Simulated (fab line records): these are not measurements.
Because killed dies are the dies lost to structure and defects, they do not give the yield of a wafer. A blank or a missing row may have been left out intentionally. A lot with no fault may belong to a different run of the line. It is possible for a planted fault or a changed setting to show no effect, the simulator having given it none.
One fault seen from 2 desks / flow gf180mcu / each desk has only its own numbers; what lay behind them comes last

== AT THE METROLOGY DESK ==
What the gauges read, lot by lot, whatever tool the lot ran on: means of the sampled wafers that have a number. The brackets show how far a lot's mean lies from the usual mean; more than 4 standard deviations puts the lot out of limits, marked OUT.
Columns: A = NSD_TW at GF_NSD_TW_MEAS_12, usual 4198
lot=L214; first seen here=day 13 09:18; A=4169
lot=L215; first seen here=day 13 13:32; A=4268
lot=L216; first seen here=day 14 02:11; A=4142
lot=L217; first seen here=day 14 08:07; A=4162
lot=L218; first seen here=day 14 13:28; A=4253
lot=L221; first seen here=day 15 17:24; A=4269
lot=L223; first seen here=day 16 13:40; A=4193
lot=L224; first seen here=day 16 21:01; A=4189
lot=L230; first seen here=day 18 22:54; A=4153
lot=L231; first seen here=day 19 06:33; A=4260
lot=L232; first seen here=day 19 16:13; A=4158
lot=L235; first seen here=day 20 13:37; A=4149
lot=L236; first seen here=day 20 22:34; A=4170
lot=L237; first seen here=day 21 11:13; A=4254
This desk found nothing out of limits on any of the 14 lots.

== DESK OF THE TOOL OWNER: implanter-03 ==
The tool's own readings at GF_NSD_IMPLANT_09, given as means over the sampled wafers that have a number, one for each lot that went through this tool. The brackets show how far a lot's mean lies from the usual mean; more than 4 standard deviations puts the lot out of limits, marked OUT.
Columns: A = tilt-deg at GF_NSD_IMPLANT_09, usual 7.001 degrees
lot=L216; first seen here=day 14 01:47; A=7.008
lot=L218; first seen here=day 14 13:05; A=7.000
lot=L223; first seen here=day 16 13:16; A=8.546 (+70) OUT
lot=L224; first seen here=day 16 20:40; A=8.579 (+72) OUT
lot=L235; first seen here=day 20 13:13; A=7.016
lot=L237; first seen here=day 21 10:49; A=6.991
Finding of this desk: L223, L224 out of limits; the first was L223 at day 16 13:16, on tilt-deg at GF_NSD_IMPLANT_09. In limits: L216, L218, L235, L237.

== PUT TOGETHER ==
The tool owner's desk had the chance to raise an alarm at day 16 13:16 on L223, L224.
Nothing out of limits was seen by the metrology desk.
The metrology desk holds a record of L223, L224, inside its limits.
GF_NSD_IMPLANT_09 was run on implanter-03 by each of the lots named.

== WHAT THE SIMULATOR HAD INSERTED ==
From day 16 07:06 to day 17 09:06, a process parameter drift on implanter-03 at GF_NSD_IMPLANT_09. Setting tilt-deg shifted by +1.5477 from 7. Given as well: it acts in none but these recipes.
Shown lots that were struck: L223, L224.
How many hours passed from the start of the fault until each desk's first out-of-limits reading: the tool owner's desk, 6.
